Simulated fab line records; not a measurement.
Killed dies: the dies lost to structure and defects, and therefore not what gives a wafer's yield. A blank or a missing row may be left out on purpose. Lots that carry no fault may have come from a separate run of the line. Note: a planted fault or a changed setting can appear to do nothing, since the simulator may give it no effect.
Chamber matching :: flow sky130 :: SKY_CONTACT_CMP_27 on cmp-02 has 4 sister chambers
The step polishes, stops on SiO2, t overpolish 15 s, target thk 0 nm. 33 wafers are shown with their chamber, then 12 later ones without.

== WAFERS, EACH WITH ITS CHAMBER ==
wafer: L075.3
chamber: 2
motor-current-A (A): 10.5
time-to-endpoint-s (s): 84.3
retaining-ring-pressure-frac: 0.995

wafer: L075.4
chamber: 3
motor-current-A (A): 10.4
time-to-endpoint-s (s): 82.3
retaining-ring-pressure-frac: 1.003

wafer: L075.5
chamber: 1
motor-current-A (A): 10.1
time-to-endpoint-s (s): 79.8
retaining-ring-pressure-frac: 0.993

wafer: L076.1
chamber: 3
motor-current-A (A): 10.2
time-to-endpoint-s (s): 82.1
retaining-ring-pressure-frac: 1.006

wafer: L076.2
chamber: 1
motor-current-A (A): 10.4
time-to-endpoint-s (s): 76.6
retaining-ring-pressure-frac: 0.998

wafer: L076.6
chamber: 2
motor-current-A (A): 11.2
time-to-endpoint-s (s): 79.6
retaining-ring-pressure-frac: 1.000

wafer: L077.1
chamber: 2
motor-current-A (A): 10.9
time-to-endpoint-s (s): 82.6
retaining-ring-pressure-frac: 1.005

wafer: L077.5
chamber: 1
motor-current-A (A): 10.4
time-to-endpoint-s (s): 77.4
retaining-ring-pressure-frac: 0.999

wafer: L077.6
chamber: 2
motor-current-A (A): 10.4
time-to-endpoint-s (s): 83.2
retaining-ring-pressure-frac: 1.002

wafer: L079.2
chamber: 3
motor-current-A (A): 10.8
time-to-endpoint-s (s): 84.2
retaining-ring-pressure-frac: 0.998

wafer: L079.5
chamber: 0
motor-current-A (A): 10.6
time-to-endpoint-s (s): 81.7
retaining-ring-pressure-frac: 0.990

wafer: L079.6
chamber: 3
motor-current-A (A): 10.8
time-to-endpoint-s (s): 85.4
retaining-ring-pressure-frac: 0.999

wafer: L081.1
chamber: 0
motor-current-A (A): 10.2
time-to-endpoint-s (s): 83.8
retaining-ring-pressure-frac: 0.998

wafer: L081.3
chamber: 3
motor-current-A (A): 10.3
time-to-endpoint-s (s): 82.3
retaining-ring-pressure-frac: 0.996

wafer: L081.4
chamber: 1
motor-current-A (A): 10.4
time-to-endpoint-s (s): 81.1
retaining-ring-pressure-frac: 1.000

wafer: L084.1
chamber: 3
motor-current-A (A): 11.1
time-to-endpoint-s (s): 83.2
retaining-ring-pressure-frac: 1.004

wafer: L084.3
chamber: 1
motor-current-A (A): 10.1
time-to-endpoint-s (s): 83.6
retaining-ring-pressure-frac: 0.999

wafer: L084.6
chamber: 0
motor-current-A (A): 10.8
time-to-endpoint-s (s): 81.6
retaining-ring-pressure-frac: 1.005

wafer: L086.1
chamber: 3
motor-current-A (A): 10.6
time-to-endpoint-s (s): 78.3
retaining-ring-pressure-frac: 1.007

wafer: L086.2
chamber: 2
motor-current-A (A): 11.1
time-to-endpoint-s (s): 85.3
retaining-ring-pressure-frac: 1.003

wafer: L086.6
chamber: 1
motor-current-A (A): 9.9
time-to-endpoint-s (s): 81.5
retaining-ring-pressure-frac: 0.998

wafer: L085.4
chamber: 1
motor-current-A (A): 10.1
time-to-endpoint-s (s): 76.7
retaining-ring-pressure-frac: 0.998

wafer: L085.5
chamber: 2
motor-current-A (A): 10.7
time-to-endpoint-s (s): 79.4
retaining-ring-pressure-frac: 0.995

wafer: L085.6
chamber: 1
motor-current-A (A): 9.5
time-to-endpoint-s (s): 75.8
retaining-ring-pressure-frac: 0.995

wafer: L087.2
chamber: 2
motor-current-A (A): 11.1
time-to-endpoint-s (s): 81.8
retaining-ring-pressure-frac: 1.005

wafer: L087.4
chamber: 3
motor-current-A (A): 10.3
time-to-endpoint-s (s): 75.9
retaining-ring-pressure-frac: 0.997

wafer: L087.5
chamber: 2
motor-current-A (A): 11.2
time-to-endpoint-s (s): 81.9
retaining-ring-pressure-frac: 1.004

wafer: L089.2
chamber: 1
motor-current-A (A): 9.9
time-to-endpoint-s (s): 77.3
retaining-ring-pressure-frac: 0.995

wafer: L089.5
chamber: 3
motor-current-A (A): 11.0
time-to-endpoint-s (s): 79.6
retaining-ring-pressure-frac: 1.006

wafer: L089.6
chamber: 0
motor-current-A (A): 10.8
time-to-endpoint-s (s): 79.0
retaining-ring-pressure-frac: 1.001

wafer: L092.3
chamber: 0
motor-current-A (A): 10.3
time-to-endpoint-s (s): 81.5
retaining-ring-pressure-frac: 1.006

wafer: L092.4
chamber: 2
motor-current-A (A): 11.4
time-to-endpoint-s (s): 86.0
retaining-ring-pressure-frac: 1.001

wafer: L092.5
chamber: 3
motor-current-A (A): 10.1
time-to-endpoint-s (s): 85.6
retaining-ring-pressure-frac: 1.005

SIGNATURES (means of the wafers above)
reading: motor-current-A
chamber 0: 10.540
chamber 1: 10.089
chamber 2: 10.944
chamber 3: 10.560
scatter within a chamber: 0.325

reading: time-to-endpoint-s
chamber 0: 81.520
chamber 1: 78.867
chamber 2: 82.678
chamber 3: 81.890
scatter within a chamber: 2.63

reading: retaining-ring-pressure-frac
chamber 0: 1.00000
chamber 1: 0.99722
chamber 2: 1.00111
chamber 3: 1.00210
scatter within a chamber: 0.00409
Rule: a wafer's distance from a chamber is the root of the sum, over the readings, of the square of ((its reading less the chamber's mean) divided by the reading's scatter). If the next closest chamber is less than 2 further off than the closest, the wafer can't be placed; otherwise it belongs to the closest. The scatter is the square root of a quotient: the sum, over the shown wafers, of each reading's squared deviation from its chamber's mean, divided by wafers minus chambers.

== WAFERS WITHOUT THEIR CHAMBER ==
wafer: L091.1
motor-current-A (A): 10.5
time-to-endpoint-s (s): 82.4
retaining-ring-pressure-frac: 1.000

wafer: L091.3
motor-current-A (A): 10.8
time-to-endpoint-s (s): 82.0
retaining-ring-pressure-frac: 0.995

wafer: L091.5
motor-current-A (A): 11.1
time-to-endpoint-s (s): 83.2
retaining-ring-pressure-frac: 1.004

wafer: L094.1
motor-current-A (A): 9.6
time-to-endpoint-s (s): 79.9
retaining-ring-pressure-frac: 1.000

wafer: L094.4
motor-current-A (A): 10.6
time-to-endpoint-s (s): 82.9
retaining-ring-pressure-frac: 1.003

wafer: L094.5
motor-current-A (A): 11.0
time-to-endpoint-s (s): 83.1
retaining-ring-pressure-frac: 0.990

wafer: L095.3
motor-current-A (A): 9.7
time-to-endpoint-s (s): 82.1
retaining-ring-pressure-frac: 0.998

wafer: L095.4
motor-current-A (A): 10.1
time-to-endpoint-s (s): 85.8
retaining-ring-pressure-frac: 1.009

wafer: L095.5
motor-current-A (A): 10.4
time-to-endpoint-s (s): 81.0
retaining-ring-pressure-frac: 1.007

wafer: L096.1
motor-current-A (A): 10.7
time-to-endpoint-s (s): 81.8
retaining-ring-pressure-frac: 1.000

wafer: L096.3
motor-current-A (A): 11.0
time-to-endpoint-s (s): 85.1
retaining-ring-pressure-frac: 1.003

wafer: L096.5
motor-current-A (A): 9.9
time-to-endpoint-s (s): 78.8
retaining-ring-pressure-frac: 0.998

== CHAMBER TAKEN BY EACH ==
wafer: L091.1
from the rows above: can't be placed: 0 or 3 or 2 or 1
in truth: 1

wafer: L091.3
from the rows above: can't be placed: 0 or 2 or 3 or 1
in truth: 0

wafer: L091.5
from the rows above: can't be placed: 2 or 3 or 0
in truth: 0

wafer: L094.1
from the rows above: can't be placed: 1 or 0 or 3
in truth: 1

wafer: L094.4
from the rows above: can't be placed: 3 or 0 or 2
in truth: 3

wafer: L094.5
from the rows above: can't be placed: 2 or 0 or 3 or 1
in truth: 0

wafer: L095.3
from the rows above: can't be placed: 1 or 0 or 3
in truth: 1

wafer: L095.4
from the rows above: can't be placed: 3 or 0 or 2 or 1
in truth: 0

wafer: L095.5
from the rows above: can't be placed: 3 or 0 or 2 or 1
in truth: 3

wafer: L096.1
from the rows above: can't be placed: 0 or 3 or 2 or 1
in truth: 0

wafer: L096.3
from the rows above: can't be placed: 2 or 3 or 0
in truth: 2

wafer: L096.5
from the rows above: can't be placed: 1 or 0 or 3
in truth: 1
Correct placement for 0 of the 12. Cannot be placed on the basis of these rows: 12; the candidates contain the true chamber in 12. Placed wrongly: 0.
